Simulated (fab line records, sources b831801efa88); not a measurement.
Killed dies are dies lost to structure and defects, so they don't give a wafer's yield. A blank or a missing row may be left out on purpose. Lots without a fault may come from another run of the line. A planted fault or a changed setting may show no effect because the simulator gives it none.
Which tool did it? | flow sky130 | 11 lots, 33 wafers sampled, at 6 steps of a route of 708

WHAT THE GAUGES READ, wafer by wafer
SKY_SONOS_TUNNEL_CD_MEAS_07: target cd 410 nm.
lot  | measured     | on        | cd_nm (nm)
L792 | day 11 23:52 | cd_sem-02 | 412.3 409.5 410.9
L793 | day 12 10:03 | cd_sem-01 | 406.6 406.2 407.8
L795 | day 12 16:25 | cd_sem-01 | 410.3 410.5 413.0
L798 | day 13 09:11 | cd_sem-01 | 413.0 413.0 410.4
L799 | day 13 23:41 | cd_sem-02 | 413.3 412.6 412.2
L800 | day 14 03:27 | cd_sem-02 | 413.9 413.6 415.5
L804 | day 15 07:32 | cd_sem-02 | 410.9 409.8 410.2
L805 | day 15 13:32 | cd_sem-02 | 407.3 408.9 409.4
L808 | day 16 12:07 | cd_sem-01 | 413.3 411.9 412.4
L809 | day 16 18:09 | cd_sem-02 | 414.4 413.0 412.2
L810 | day 17 05:53 | cd_sem-02 | 410.9 408.7 412.3

SKY_CONTACT_RS_MEAS_25: measures by four-point-probe.
lot  | measured     | on            | CONTACT_W_RS (ohm/sq)
L792 | day 32 20:04 | film_metro-04 | 0.339 0.338 0.338
L793 | day 33 00:26 | film_metro-04 | 0.337 0.337 0.338
L795 | day 33 08:58 | film_metro-02 | 0.341 0.340 0.335
L798 | day 33 17:20 | film_metro-04 | 0.341 0.338 0.340
L799 | day 34 09:44 | film_metro-04 | 0.337 0.335 0.339
L800 | day 34 13:41 | film_metro-04 | 0.336 0.327 0.337
L804 | day 35 11:14 | film_metro-02 | 0.337 0.336 0.333
L805 | day 36 09:50 | film_metro-01 | 0.340 0.337 0.343
L808 | day 36 18:37 | film_metro-04 | 0.227 0.228 0.332
L809 | day 36 23:41 | film_metro-02 | 0.228 0.331 0.228
L810 | day 37 05:04 | film_metro-04 | 0.232 0.336 0.335

SKY_CONTACT_THK_MEAS_26: measures by xrf.
lot  | measured     | on            | CONTACT_W_THK (nm)
L792 | day 32 20:11 | film_metro-04 | 347 348 349
L793 | day 33 00:33 | film_metro-04 | 350 349 351
L795 | day 33 09:04 | film_metro-02 | 340 341 345
L798 | day 33 17:26 | film_metro-04 | 347 349 347
L799 | day 34 09:52 | film_metro-04 | 352 352 347
L800 | day 34 13:49 | film_metro-04 | 352 361 351
L804 | day 35 11:22 | film_metro-02 | 351 352 354
L805 | day 36 09:56 | film_metro-01 | 344 346 340
L808 | day 36 18:44 | film_metro-04 | 524 517 354
L809 | day 36 23:49 | film_metro-02 | 527 359 523
L810 | day 37 05:11 | film_metro-04 | 501 344 347

WHICH TOOL RAN EACH LOT (tool, then ch and the chambers of the sampled wafers, then the start)
lot  | SKY_FIELD_ISO_CMP_27         | SKY_POLY_CUT_ETCH_11               | SKY_CONTACT_CVD_24
L792 | cmp-02 ch 0,1,2, day 2 15:19 | rie_diel-01 ch 0,1,2, day 25 15:15 | cvd_w-01 ch 0,1, day 32 19:56
L793 | cmp-01 ch 0,1,2, day 3 02:47 | rie_diel-04 ch 0,2,3, day 25 17:48 | cvd_w-01 ch 0,1, day 33 00:19
L795 | cmp-01 ch 0,2,3, day 3 09:45 | rie_diel-02 ch 0,1,3, day 26 01:51 | cvd_w-02 ch 0,1, day 33 08:50
L798 | cmp-01 ch 0,3, day 3 17:27   | rie_diel-01 ch 2,3, day 26 13:56   | cvd_w-02 ch 0,1, day 33 17:11
L799 | cmp-02 ch 1,3, day 4 03:22   | rie_diel-04 ch 0,2,3, day 27 07:20 | cvd_w-01 ch 0,1, day 34 09:38
L800 | cmp-02 ch 0,1,2, day 4 07:22 | rie_diel-02 ch 0,1,3, day 27 10:42 | cvd_w-01 ch 0,1, day 34 13:35
L804 | cmp-01 ch 0,2,3, day 5 02:11 | rie_diel-01 ch 0,1,3, day 28 11:17 | cvd_w-01 ch 0,1, day 35 11:08
L805 | cmp-02 ch 0,2, day 5 06:29   | rie_diel-02 ch 0,2,3, day 29 10:50 | cvd_w-02 ch 0,1, day 36 09:43
L808 | cmp-02 ch 2,3, day 5 20:40   | rie_diel-02 ch 1,2,3, day 29 19:29 | cvd_w-01 ch 0,1, day 36 18:29
L809 | cmp-02 ch 0,2,3, day 6 01:10 | rie_diel-04 ch 1,2,3, day 30 01:42 | cvd_w-01 ch 0,1, day 36 23:35
L810 | cmp-02 ch 1,2,3, day 6 06:56 | rie_diel-04 ch 0,1,2, day 30 09:05 | cvd_w-01 ch 0,1, day 37 04:57
- SKY_FIELD_ISO_CMP_27: polishes, stops on Si3N4, t overpolish 16 s, target thk 457.8 nm.
- SKY_POLY_CUT_ETCH_11: etches Si3N4 in CF4/CH2F2/Ar, stops on poly-Si, time 42.5 s, target depth 60 nm.
- SKY_CONTACT_CVD_24: deposits W, target thk 340 nm, time 102.12 s.

WHAT THE TOOLS THEMSELVES READ (means of the sampled wafers that have a number; where no wafer has one, the mark that the record gives instead)
SKY_FIELD_ISO_CMP_27.
lot  | tool   | motor_current_A (A) | overpolish_run_s (s) | time_to_endpoint_s (s)
L792 | cmp-02 | 11.9                | 15.989               | 106
L793 | cmp-01 | 13.0                | 15.996               | 111
L795 | cmp-01 | 12.3                | 16.003               | 112
L798 | cmp-01 | 12.6                | 15.990               | 105
L799 | cmp-02 | 13.1                | 15.999               | 113
L800 | cmp-02 | 11.7                | 16.006               | 111
L804 | cmp-01 | 12.0                | 15.994               | 114
L805 | cmp-02 | 11.6                | 16.004               | 110
L808 | cmp-02 | 12.1                | 15.994               | 112
L809 | cmp-02 | 11.7                | 15.997               | 107
L810 | cmp-02 | 12.8                | 16.003               | 113

SKY_POLY_CUT_ETCH_11.
lot  | tool        | bias_w (W) | ch2f2_flow_sccm (sccm) | drypump_motor_current_A (A) | oes_product_au (a.u.) | throttle_valve_pct (%)
L792 | rie_diel-01 | 150.2      | 19.98                  | 6.3                         | 0.831                 | 14.995
L793 | rie_diel-04 | 149.8      | 20.02                  | 5.8                         | 0.825                 | 14.995
L795 | rie_diel-02 | 149.9      | 20.07                  | 5.6                         | 0.828                 | 14.985
L798 | rie_diel-01 | 149.5      | 19.97                  | 6.1                         | 0.826                 | 15.000
L799 | rie_diel-04 | 149.6      | 20.07                  | 5.8                         | 0.821                 | 15.001
L800 | rie_diel-02 | 150.1      | 20.02                  | 5.6                         | 0.827                 | 14.980
L804 | rie_diel-01 | 149.8      | 20.04                  | 6.1                         | 0.824                 | 14.991
L805 | rie_diel-02 | 150.2      | 20.03                  | 6.0                         | 0.829                 | 14.991
L808 | rie_diel-02 | 149.4      | 20.04                  | 5.7                         | 0.831                 | 15.008
L809 | rie_diel-04 | 150.3      | 20.00                  | 5.9                         | 0.822                 | 14.987
L810 | rie_diel-04 | 149.8      | 19.97                  | 6.0                         | 0.819                 | 14.993

SKY_CONTACT_CVD_24.
lot  | tool     | heater_power_w (W)
L792 | cvd_w-01 | 853
L793 | cvd_w-01 | 837
L795 | cvd_w-02 | 791
L798 | cvd_w-02 | 788
L799 | cvd_w-01 | 844
L800 | cvd_w-01 | 851
L804 | cvd_w-01 | 844
L805 | cvd_w-02 | 792
L808 | cvd_w-01 | 858
L809 | cvd_w-01 | 864
L810 | cvd_w-01 | 849

THE ANSWER, worked out from the rows above alone
Rule: what is usual is taken from the lots themselves. Put in order of their means at a reading, lots are off if they are a third of the lots or fewer, leave a main group of 4 or more, and stand apart from it by a gap of 3 or more times the standard deviation of the main group's means; of several such gaps the widest counts. A main group whose means are all the same, to the digits that the tables above print for the reading, isn't used. A lot without any number at a reading at which 4 lots or more have one is off too. The other lots that the step has rows for count as sound. The gauges are gone through in route order, then the tools' own readings, and for those a lot's mean is taken as printed above. The first step at which some lot is off is used, and at that step the reading that is off furthest; a lot without a number counts as furthest.
Off: L808, L809, L810, at SKY_CONTACT_RS_MEAS_25 (CONTACT_W_RS). The main group: mean 0.337 ohm/sq, standard deviation 0.0021.
A tool fits if, at a process step before that reading, it ran every lot that is off, and no sound lot after the first of them. The gauges at SKY_CONTACT_RS_MEAS_25 are tried like those tools. Can't be told from this: 2 tools fit, cmp-02 at SKY_FIELD_ISO_CMP_27, cvd_w-01 at SKY_CONTACT_CVD_24.

WHAT THE SIMULATOR HAD PUT IN
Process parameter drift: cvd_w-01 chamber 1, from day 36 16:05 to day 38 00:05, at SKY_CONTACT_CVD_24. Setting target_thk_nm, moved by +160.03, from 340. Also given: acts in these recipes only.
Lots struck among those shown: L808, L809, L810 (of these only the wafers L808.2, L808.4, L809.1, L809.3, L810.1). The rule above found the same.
